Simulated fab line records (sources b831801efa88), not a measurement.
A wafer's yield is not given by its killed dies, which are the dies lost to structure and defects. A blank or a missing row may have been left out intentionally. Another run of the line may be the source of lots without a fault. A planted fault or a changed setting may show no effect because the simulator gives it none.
fab line records	flow sky130
record lots=6	wafers=18	last_day=50
route steps=708 shown VIA3@588 METAL4@598 CAP2M@603
lots that met no fault: taken from a fault-free run of the same line
start_h: hours from the record's first day to the start of the lot's first wafer shown	wait_h: time in hours since the lot's previous step	" as in the row above	L1.1+2: several wafers, shown together as one row	- value missing, or start not given	* or withheld: withheld	< > ~ a bound
route shown NAME@n: NAME is a module with steps in the file, n the number in the route of the first one	usual: mean/standard deviation of fault-free wafers	same: alike in all rows	chamber/n: place in a boat	sites: readings site by site	_std_site: how widely they spread, as a standard deviation	_edge_site: the outer-site mean with the inner-site mean subtracted	radius_mm: how far each site lies from the wafer's centre	mask NAME#n: copy n	behind: the tool/chamber that last shaped the wafer	hold: why the lot was held/for how many hours/how that ended	device: transistor that didn't switch, given as n, p or np	end of line: the tests these same wafers got at the end of their route	where a step has no rows: the recipe by itself	killed: count of dies lost to structure and defects at first sort (not the wafer's yield)	map: the dies of a wafer, with x for killed, . for not killed, _ for no die there
set.NAME: the setting that was run; set.NAME@STEP: the one run at that earlier step	model.NAME: the simulator's own value behind a step, which no gauge read
lots seen at some steps along the route; tables by step, rows by wafer
services: a tool's chamber out of use, with start hour (start_h, from the record's first day; less than 0 if before it), hours out, and reason
## steps
# step SKY_VIA3_ETCH_15
# recipe target=SiO2	chemistry=C4F8/O2/Ar	target_depth_nm=507	stop_on=TiN	mask_material=KrF-thick	source_w=1500	bias_w=1200	pressure_mtorr=40	c4f8_flow_sccm=withheld	O2_flow_sccm=6	Ar_flow_sccm=300	time_s=78
# step SKY_VIA3_STRIP_16
# recipe chemistry=O2/N2	power_w=1400	pressure_mtorr=1500	platen_temp_c=withheld	o2_flow_sccm=3000	n2_flow_sccm=300	overash_fraction=0.5
# usual drypump_motor_current_A=5.7/0.56	oes_product_au=0.401/0.0049	strip_time_to_endpoint_s=4.125/0.028
lot.wafer	tool	chamber	start_h	wait_h	drypump_motor_current_A	oes_product_au	rf_hours_counter_h	strip_time_to_endpoint_s
L105.3	plasma_asher-01	0	972.24	0.1	5.4	0.400	-	4.143
L105.4	"	1	"	"	6.3	0.400	-	4.122
L105.6	"	1	"	"	6.3	0.396	-	4.144
L108.2	plasma_asher-04	0	1001.97	0.0	5.0	0.406	90	4.094
L108.3	"	1	"	"	5.4	0.398	-	4.178
L108.5	"	0	"	"	5.0	0.399	-	4.135
L112.2	plasma_asher-04	1	1017.06	0.0	5.4	0.400	91	4.155
L112.5	"	1	"	"	5.4	0.398	-	4.143
L112.6	"	0	"	"	5.0	0.404	-	4.131
L113.4	plasma_asher-04	1	1031.79	0.1	5.4	0.396	-	4.135
L113.5	"	1	"	"	5.4	0.406	-	4.135
L113.6	"	0	"	"	5.0	0.404	-	4.144
L114.1	plasma_asher-01	1	1041.34	0.0	6.2	0.408	30	4.132
L114.2	"	0	"	"	5.5	0.393	30	4.070
L114.4	"	0	"	"	5.5	0.399	-	4.115
L122.1	plasma_asher-04	1	1074.51	0.0	5.4	0.405	98	4.083
L122.2	"	0	"	"	5.0	0.400	98	4.143
L122.5	"	0	"	"	5.0	0.395	-	4.101
# step SKY_VIA3_STRIP_17
# recipe chemistry=post_etch_residue_remover	time_s=1200	temp_c=72.5
# step SKY_VIA3_CLEAN_18
# recipe chemistry=IPA	time_s=180	temp_c=25
# step SKY_VIA3_CLEAN_19
# recipe chemistry=O3/DIW	dry=n2_spin
# step SKY_VIA3_SPUTTER_20
# recipe material=TiN	target_thk_nm=20	chamber_pressure_pa=5	power_w=4000	time_s=80
# step SKY_VIA3_CVD_21
# recipe material=W	target_thk_nm=390	time_s=117.31	temp_c=400	pressure_torr=40
# step SKY_VIA3_RS_MEAS_22
# recipe thk_meas_gauge=four-point-probe	reads=W_of_VIA3_CVD_21+TiN_of_VIA3_SPUTTER_20
# usual VIA3_W_RS=0.296/0.0035
lot.wafer	tool	chamber	start_h	wait_h	VIA3_W_RS[ohm/sq]
L105.3	film_metro-04	-	973.12	0.1	0.298
L105.4	"	-	"	"	0.300
L105.6	"	-	"	"	0.298
L108.2	film_metro-04	-	1003.28	0.1	0.296
L108.3	"	-	"	"	0.301
L108.5	"	-	"	"	0.301
L112.2	film_metro-04	-	1017.89	0.1	0.297
L112.5	"	-	"	"	0.295
L112.6	"	-	"	"	0.301
L113.4	film_metro-01	-	1032.63	0.1	0.304
L113.5	"	-	"	"	0.300
L113.6	"	-	"	"	0.300
L114.1	film_metro-04	-	1042.18	0.1	0.298
L114.2	"	-	"	"	0.297
L114.4	"	-	"	"	0.299
L122.1	film_metro-01	-	1075.73	0.1	0.299
L122.2	"	-	"	"	0.295
L122.5	"	-	"	"	0.295
# step SKY_VIA3_THK_MEAS_23
# recipe thk_meas_gauge=xrf	reads=W_of_VIA3_CVD_21
# usual VIA3_W_THK=397/6.1
lot.wafer	tool	chamber	start_h	wait_h	VIA3_W_THK[nm]
L105.3	film_metro-04	-	973.22	0.1	393
L105.4	"	-	"	"	389
L105.6	"	-	"	"	394
L108.2	film_metro-04	-	1003.39	0.1	397
L108.3	"	-	"	"	392
L108.5	"	-	"	"	393
L112.2	film_metro-04	-	1018.00	0.1	400
L112.5	"	-	"	"	404
L112.6	"	-	"	"	396
L113.4	film_metro-01	-	1032.72	0.1	387
L113.5	"	-	"	"	393
L113.6	"	-	"	"	389
L114.1	film_metro-04	-	1042.30	0.1	408
L114.2	"	-	"	"	409
L114.4	"	-	"	"	402
L122.1	film_metro-01	-	1075.85	0.1	389
L122.2	"	-	"	"	398
L122.5	"	-	"	"	395
# step SKY_VIA3_CMP_24
# recipe stop_on=SiO2	t_overpolish_s=20	down_force_psi=3.5	platen_rpm=60	target_thk_nm=0	pad_velocity_m_s=0.94248
# usual motor_current_A=10.7/1	overpolish_run_s=20.000/0.009	time_to_endpoint_s=93/3.1
# same t_overpolish_s=20
lot.wafer	tool	chamber	start_h	wait_h	motor_current_A	overpolish_run_s	time_to_endpoint_s
L105.3	cmp-01	2	973.31	0.1	9.6	19.991	94
L105.4	"	3	"	"	10.3	19.998	96
L105.6	"	2	"	"	10.1	19.991	90
L108.3	cmp-02	3	1003.49	0.1	13.2	20.004	88
L108.2	"	1	"	"	12.3	20.002	94
L108.5	"	3	"	"	12.6	19.993	85
L112.2	cmp-01	2	1018.20	0.2	9.9	20.011	95
L112.6	"	3	"	"	9.3	20.001	94
L112.5	"	0	"	"	11.1	19.993	92
L113.4	cmp-01	3	1032.90	0.2	10.1	20.008	90
L113.6	"	0	"	"	10.7	20.008	92
L113.5	"	1	"	"	11.3	20.002	89
L114.1	cmp-02	1	1042.36	0.1	12.6	19.998	90
L114.2	"	3	"	"	12.7	19.988	90
L114.4	"	0	"	"	10.1	20.011	90
L122.2	cmp-01	2	1075.96	0.1	9.8	20.002	92
L122.1	"	3	"	"	9.6	19.999	92
L122.5	"	1	"	"	11.6	19.982	93
# step SKY_METAL4_SPUTTER_00
# recipe material=Ti	target_thk_nm=15	power_w=3000	time_s=10	chamber_pressure_pa=0.4
# usual throttle_valve_pct=30.8/1.3
lot.wafer	tool	chamber	start_h	wait_h	throttle_valve_pct
L105.3	pvd_sputter-02	-	973.56	0.2	32.0
L105.4	"	-	"	"	31.6
L105.6	"	-	"	"	32.2
L108.2	pvd_sputter-02	-	1003.74	0.1	30.0
L108.3	"	-	"	"	31.5
L108.5	"	-	"	"	32.1
L112.2	pvd_sputter-03	-	1018.35	0.1	29.7
L112.5	"	-	"	"	33.0
L112.6	"	-	"	"	31.1
L113.4	pvd_sputter-03	-	1033.05	0.1	29.8
L113.5	"	-	"	"	33.1
L113.6	"	-	"	"	31.3
L114.1	pvd_sputter-03	-	1042.66	0.2	30.8
L114.2	"	-	"	"	29.5
L114.4	"	-	"	"	33.1
L122.1	pvd_sputter-01	-	1076.21	0.1	32.0
L122.2	"	-	"	"	30.0
L122.5	"	-	"	"	30.1
# step SKY_METAL4_SPUTTER_01
# recipe material=TiN	target_thk_nm=20	power_w=6500	time_s=16.7	chamber_pressure_pa=0.4
# step SKY_METAL4_SPUTTER_02
# recipe material=AlCu	target_thk_nm=735	power_w=10600	time_s=39.1	chamber_pressure_pa=0.4
# usual throttle_valve_pct=30.8/1.2
lot.wafer	tool	chamber	start_h	wait_h	throttle_valve_pct	model.AlCu_of_METAL4_SPUTTER_02.thk_nm
L105.3	pvd_sputter-02	-	973.61	0.0	31.9	729
L105.4	"	-	"	"	31.2	729.4
L105.6	"	-	"	"	32.2	730.5
L108.2	pvd_sputter-02	-	1003.79	0.0	30.4	756.4
L108.3	"	-	"	"	31.2	742.9
L108.5	"	-	"	"	32.4	741.2
L112.2	pvd_sputter-03	-	1018.40	0.0	29.4	723.1
L112.5	"	-	"	"	32.9	729.4
L112.6	"	-	"	"	31.0	733.8
L113.4	pvd_sputter-03	-	1033.10	0.0	29.5	966.8
L113.5	"	-	"	"	33.3	963.4
L113.6	"	-	"	"	31.3	977.8
L114.1	pvd_sputter-03	-	1042.71	0.0	31.3	991.3
L114.2	"	-	"	"	29.6	982.6
L114.4	"	-	"	"	33.3	979.6
L122.1	pvd_sputter-01	-	1076.25	0.0	31.9	735.9
L122.2	"	-	"	"	30.1	739.7
L122.5	"	-	"	"	30.0	738.6
# step SKY_METAL4_SPUTTER_03
# recipe material=Ti	target_thk_nm=5	power_w=3000	time_s=3.3	chamber_pressure_pa=0.385
# step SKY_METAL4_SPUTTER_04
# recipe material=TiN	target_thk_nm=70	power_w=6500	time_s=58.3	chamber_pressure_pa=0.4
# step SKY_CAP2M_CVD_00
# recipe material=SiO2	target_thk_nm=15.5	temp_c=400	time_s=withheld	rf_w=450
# usual heater_power_w=751/73
lot.wafer	tool	chamber	start_h	wait_h	heater_power_w
L105.3	pecvd-03	0	973.71	0.0	741
L105.4	"	0	"	"	757
L105.6	"	2	"	"	773
L108.2	pecvd-02	1	1003.89	0.0	642
L108.3	"	2	"	"	715
L108.5	"	1	"	"	636
L112.2	pecvd-03	0	1018.50	0.0	733
L112.5	"	2	"	"	836
L112.6	"	0	"	"	730
L113.4	pecvd-04	2	1033.22	0.0	714
L113.5	"	0	"	"	841
L113.6	"	1	"	"	831
L114.1	pecvd-02	1	1042.82	0.0	584
L114.2	"	2	"	"	793
L114.4	"	0	"	"	696
L122.1	pecvd-04	1	1076.36	0.0	779
L122.2	"	2	"	"	707
L122.5	"	0	"	"	887
# step SKY_CAP2M_THK_MEAS_01
# recipe reads=SiO2_of_CAP2M_CVD_00
# usual CAP2M_CVD_00_THK=15.51/0.22
lot.wafer	tool	chamber	start_h	wait_h	CAP2M_CVD_00_THK[nm]
L105.3	film_metro-03	-	973.75	-	15.20
L105.4	"	-	"	"	15.68
L105.6	"	-	"	"	15.46
L108.2	film_metro-03	-	1003.93	-	15.31
L108.3	"	-	"	"	15.44
L108.5	"	-	"	"	15.49
L112.2	film_metro-02	-	1018.54	-	15.64
L112.5	"	-	"	"	15.25
L112.6	"	-	"	"	15.74
L113.4	film_metro-04	-	1033.26	-	15.41
L113.5	"	-	"	"	15.37
L113.6	"	-	"	"	15.52
L114.1	film_metro-03	-	1042.84	-	15.31
L114.2	"	-	"	"	15.29
L114.4	"	-	"	"	15.64
L122.1	film_metro-02	-	1076.38	-	15.58
L122.2	"	-	"	"	15.40
L122.5	"	-	"	"	15.60
# step SKY_CAP2M_SPUTTER_02
# recipe material=TiN	target_thk_nm=200	temp_c=300	power_w=6500	time_s=166.7	chamber_pressure_pa=0.4
# usual throttle_valve_pct=30.5/1
lot.wafer	tool	chamber	start_h	wait_h	throttle_valve_pct
L105.3	pvd_sputter-04	-	973.79	0.0	31.0
L105.4	"	-	"	"	28.9
L105.6	"	-	"	"	31.2
L108.2	pvd_sputter-03	-	1003.98	0.0	33.2
L108.3	"	-	"	"	29.6
L108.5	"	-	"	"	29.9
L112.2	pvd_sputter-04	-	1018.59	0.0	30.6
L112.5	"	-	"	"	28.8
L112.6	"	-	"	"	30.2
L113.4	pvd_sputter-04	-	1033.29	0.0	31.1
L113.5	"	-	"	"	29.0
L113.6	"	-	"	"	30.5
L114.1	pvd_sputter-04	-	1042.90	0.1	31.2
L114.2	"	-	"	"	30.5
L114.4	"	-	"	"	30.2
L122.1	pvd_sputter-03	-	1076.44	0.1	33.0
L122.2	"	-	"	"	29.6
L122.5	"	-	"	"	29.4
# step SKY_CAP2M_RS_MEAS_03
# recipe thk_meas_gauge=four-point-probe	reads=TiN_of_CAP2M_SPUTTER_02
# usual CAP2M_TIN_RS=6.93/0.081
lot.wafer	tool	chamber	start_h	wait_h	CAP2M_TIN_RS[ohm/sq]
L105.3	film_metro-02	-	973.94	0.1	6.93
L105.4	"	-	"	"	6.81
L105.6	"	-	"	"	6.90
L108.2	film_metro-02	-	1004.10	0.1	6.85
L108.3	"	-	"	"	6.85
L108.5	"	-	"	"	6.75
L112.2	film_metro-03	-	1018.72	0.1	6.83
L112.5	"	-	"	"	6.86
L112.6	"	-	"	"	6.91
L113.4	film_metro-04	-	1033.46	0.1	6.89
L113.5	"	-	"	"	6.82
L113.6	"	-	"	"	6.88
L114.1	film_metro-02	-	1043.01	0.1	6.84
L114.2	"	-	"	"	6.79
L114.4	"	-	"	"	6.87
L122.1	film_metro-04	-	1076.55	0.1	6.98
L122.2	"	-	"	"	6.96
L122.5	"	-	"	"	6.94
# step SKY_CAP2M_THK_MEAS_04
# recipe thk_meas_gauge=xrf	reads=TiN_of_CAP2M_SPUTTER_02
# usual CAP2M_TIN_THK=200.1/2.9
lot.wafer	tool	chamber	start_h	wait_h	CAP2M_TIN_THK[nm]
L105.3	film_metro-02	-	974.04	0.1	199.6
L105.4	"	-	"	"	201.0
L105.6	"	-	"	"	198.7
L108.2	film_metro-02	-	1004.21	0.1	201.9
L108.3	"	-	"	"	202.2
L108.5	"	-	"	"	205.6
L112.2	film_metro-03	-	1018.83	0.1	204.5
L112.5	"	-	"	"	203.1
L112.6	"	-	"	"	202.0
L113.4	film_metro-04	-	1033.55	0.1	201.8
L113.5	"	-	"	"	203.5
L113.6	"	-	"	"	202.3
L114.1	film_metro-02	-	1043.13	0.1	203.1
L114.2	"	-	"	"	204.1
L114.4	"	-	"	"	201.7
L122.1	film_metro-04	-	1076.67	0.1	198.3
L122.2	"	-	"	"	199.0
L122.5	"	-	"	"	198.8
# step SKY_CAP2M_DEHYDRATE_05
# recipe temp_c=200	time_s=60
# step SKY_CAP2M_HMDS_06
# recipe prime_time_s=60	prime_temp_c=120
# step SKY_CAP2M_COAT_07
# recipe resist=NOVOLAK	spin_rpm=3000	resist_thk_nm=1140
# step SKY_CAP2M_SOFTBAKE_08
# recipe temp_c=90	time_s=60	resist=NOVOLAK
# step SKY_CAP2M_EXPOSE_09
# recipe mask_id=CAP2M	na=0.6	source_shape=conventional	sigma_outer=0.6	polarization=unpolarized	target_cd_nm=1000	dose_mj=159
# step SKY_CAP2M_PEB_10
# recipe temp_c=withheld	time_s=*	resist=NOVOLAK
# step SKY_CAP2M_DEVELOP_11
# recipe resist=NOVOLAK	developer=TMAH	develop_time_s=60	dev_temp_c=23
# step SKY_CAP2M_OVL_MEAS_12
# usual CAP2M_OVL=-0.8/1.4
lot.wafer	tool	chamber	start_h	wait_h	CAP2M_OVL[nm]
L105.3	overlay-01	-	996.68	0.1	-0.2
L105.4	"	-	"	"	-0.1
L105.6	"	-	"	"	-2.5
L108.2	overlay-01	-	1027.37	0.1	-1.3
L108.3	"	-	"	"	-1.5
L108.5	"	-	"	"	0.1
L112.2	overlay-01	-	1041.31	0.1	-1.1
L112.5	"	-	"	"	1.1
L112.6	"	-	"	"	-0.4
L113.4	overlay-01	-	1055.77	0.1	-2.1
L113.5	"	-	"	"	-1.7
L113.6	"	-	"	"	-2.6
L114.1	overlay-02	-	1064.95	0.1	-1.5
L114.2	"	-	"	"	-3.3
L114.4	"	-	"	"	-1.9
L122.1	overlay-01	-	1096.85	0.1	0.2
L122.2	"	-	"	"	1.5
L122.5	"	-	"	"	0.1
# step SKY_CAP2M_METAL_ETCH_13
# recipe target_depth_nm=220	stop_on=SiO2	chemistry=Cl2/BCl3	target=TiN	pressure_mtorr=10	icp_w=900	bias_w=48.5	Cl2_flow_sccm=60	bcl3_flow_sccm=30	time_s=62.9
# step SKY_CAP2M_STRIP_14
# recipe chemistry=O2/N2	power_w=1400	pressure_mtorr=1500	platen_temp_c=withheld	o2_flow_sccm=3000	n2_flow_sccm=300	overash_fraction=0.5
# step SKY_CAP2M_STRIP_15
# recipe chemistry=post_etch_residue_remover	time_s=1200	temp_c=72.5
# step SKY_CAP2M_CLEAN_16
# recipe chemistry=IPA	time_s=180	temp_c=25
# step SKY_CAP2M_CLEAN_17
# recipe chemistry=O3/DIW	dry=n2_spin
# step SKY_METAL4_DEHYDRATE_05
# recipe temp_c=200	time_s=60
# step SKY_METAL4_HMDS_06
# recipe prime_time_s=60	prime_temp_c=120
# step SKY_METAL4_COAT_07
# recipe resist=BARC	temp_c=withheld	time_s=withheld	spin_rpm=3000	resist_thk_nm=60
# step SKY_METAL4_COAT_08
# recipe resist=KrF-thick	spin_rpm=3000	resist_thk_nm=1140
# step SKY_METAL4_SOFTBAKE_09
# recipe temp_c=100	time_s=90	resist=KrF-thick
# step SKY_METAL4_EXPOSE_10
# recipe mask_id=MM4	na=0.68	source_shape=annular	sigma_inner=0.4	sigma_outer=0.8	target_cd_nm=300	dose_mj=28
# step SKY_METAL4_PEB_11
# recipe peb_temp_c=withheld	peb_time_s=withheld	resist=KrF-thick
# step SKY_METAL4_DEVELOP_12
# recipe develop_time_s=60	resist=KrF-thick	dev_temp_c=21
# step SKY_METAL4_CD_MEAS_13
# recipe target_cd_nm=300
# usual cd_nm=299.8/1.5
lot.wafer	tool	chamber	start_h	wait_h	cd_nm
L105.3	cd_sem-02	-	1019.64	-	303.1
L105.4	"	-	"	"	302.3
L105.6	"	-	"	"	303.6
L108.2	cd_sem-02	-	1050.75	-	300.1
L108.3	"	-	"	"	299.3
L108.5	"	-	"	"	300.4
L112.2	cd_sem-02	-	1063.42	-	300.4
L112.5	"	-	"	"	298.6
L112.6	"	-	"	"	299.4
L113.4	cd_sem-01	-	1076.92	-	298.3
L113.5	"	-	"	"	299.2
L113.6	"	-	"	"	299.3
L114.1	cd_sem-02	-	1086.72	-	299.6
L114.2	"	-	"	"	299.1
L114.4	"	-	"	"	298.9
L122.1	cd_sem-01	-	1118.23	-	298.5
L122.2	"	-	"	"	299.5
L122.5	"	-	"	"	299.2
# step SKY_METAL4_METAL_ETCH_18
# recipe target_depth_a=8450	stop_on=SiO2	over_etch_frac=0.3	time_s=183.1	chemistry=Cl2/BCl3	resist_sidewall_deg=88	pressure_mtorr=10	icp_w=900	bias_w=48.5	Cl2_flow_sccm=60	bcl3_flow_sccm=30
# usual bcl3_flow_sccm=29.99/0.082	bias_w=48.52/0.14	drypump_motor_current_A=5.8/0.53	he_backside_leak_sccm=3.5/0.4	oes_product_au=0.867/0.0058	throttle_valve_pct=22.264/0.0096
lot.wafer	tool	chamber	start_h	wait_h	bcl3_flow_sccm	bias_w	drypump_motor_current_A	he_backside_leak_sccm	oes_product_au	rf_hours_counter_h	throttle_valve_pct
L105.3	rie_metal-03	1	1019.96	0.1	30.03	48.53	5.4	3.8	0.861	-	22.260
L105.4	"	0	"	"	30.06	48.49	6.1	3.4	0.860	-	22.263
L105.6	"	0	"	"	29.98	48.60	6.1	4.7	0.861	-	22.266
L108.2	rie_metal-03	0	1051.04	0.0	30.12	48.42	6.1	3.3	0.888	10	22.262
L108.3	"	1	"	"	30.02	48.54	5.4	3.5	0.869	-	22.253
L108.5	"	1	"	"	29.90	48.55	5.4	3.6	0.859	-	22.253
L112.2	rie_metal-03	1	1063.70	0.0	29.95	48.41	5.4	3.5	0.857	9	22.285
L112.5	"	0	"	"	29.78	48.67	6.1	3.3	0.871	-	22.258
L112.6	"	1	"	"	29.98	48.57	5.4	3.6	0.853	-	22.247
L113.4	rie_metal-01	0	1077.23	0.1	30.13	48.43	5.2	3.4	0.992	-	22.271
L113.5	"	0	"	"	30.08	48.61	5.2	3.6	0.994	-	22.279
L113.6	"	1	"	"	29.89	48.54	6.2	3.2	0.993	-	22.253
L114.1	rie_metal-03	1	1087.03	0.0	30.03	48.73	5.4	3.7	0.996	10	22.269
L114.2	"	0	"	"	30.05	48.65	6.1	3.4	0.994	13	22.258
L114.4	"	0	"	"	30.00	48.63	6.1	3.2	0.991	-	22.271
L122.1	rie_metal-03	0	1118.54	0.0	30.09	48.62	6.1	3.3	0.867	16	22.252
L122.2	"	1	"	"	29.97	48.62	5.4	3.7	0.860	13	22.271
L122.5	"	0	"	"	29.91	48.60	6.1	3.4	0.862	-	22.259
## services
tool	chamber	start_h	hours	kind
cmp-02	-	960.90	3.4	repair
cmp-01	-	966.32	6.6	pm
pecvd-04	-	968.88	1.0	repair
rie_metal-03	-	973.50	0.1	repair
pecvd-03	0	976.17	5.8	repair
pecvd-04	1	978.56	3.7	repair
pvd_sputter-04	-	983.36	7.5	repair
pecvd-04	-	984.39	5.5	pm
pvd_sputter-03	-	993.22	1.9	repair
pecvd-02	2	993.52	7.2	repair
plasma_asher-01	-	1000.92	0.3	repair
pvd_sputter-01	-	1007.28	4.8	repair
plasma_asher-01	-	1016.57	0.9	repair
pvd_sputter-04	-	1020.97	0.5	repair
cmp-01	-	1025.89	2.0	repair
pecvd-03	-	1027.19	1.4	repair
pecvd-03	0	1027.73	7.0	repair
cmp-02	-	1035.86	3.5	repair
cmp-01	-	1061.11	0.5	repair
cmp-02	-	1061.79	0.3	repair
pecvd-03	-	1064.04	0.4	repair
cmp-02	-	1077.93	11.9	pm
rie_metal-03	1	1095.31	2.1	repair
pvd_sputter-01	-	1096.99	7.6	repair
## key
first_sign step=SKY_METAL4_METAL_ETCH_18	reading=oes_product_au	direction=up	sigmas=22	usual=0.867	struck=0.993
effect none on later readings
model_effect step=SKY_METAL4_SPUTTER_02	value=AlCu_of_METAL4_SPUTTER_02.thk_nm	without=738.5	struck=976.9
met_at SKY_METAL4_SPUTTER_02
struck_wafers L113.4,L113.5,L113.6,L114.1,L114.2,L114.4
later_rows_left_out L113.6,L114.1
sort_left_out L113.4,L113.5,L113.6,L114.1,L114.2,L114.4
onset_between 1018.40 1033.10
also_fits SKY_METAL4_SPUTTER_00:pvd_sputter-03,SKY_CAP2M_SPUTTER_02:pvd_sputter-04
fault kind=process_parameter_drift	tool=pvd_sputter-03	chamber=-	onset_h=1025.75	steps=SKY_METAL4_SPUTTER_02	channel=target_thk_nm	offset=238.42	shape=step	end_h=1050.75	acts_in=these_recipes_only	stated=735
# sort_left_out: the simulated sort isn't trusted on such a fault, so these wafers' sort isn't shown, and their yield isn't known
# later_rows_left_out: the simulator's readings of these wafers behind a module that went badly wrong aren't trusted and aren't shown, but for the sort
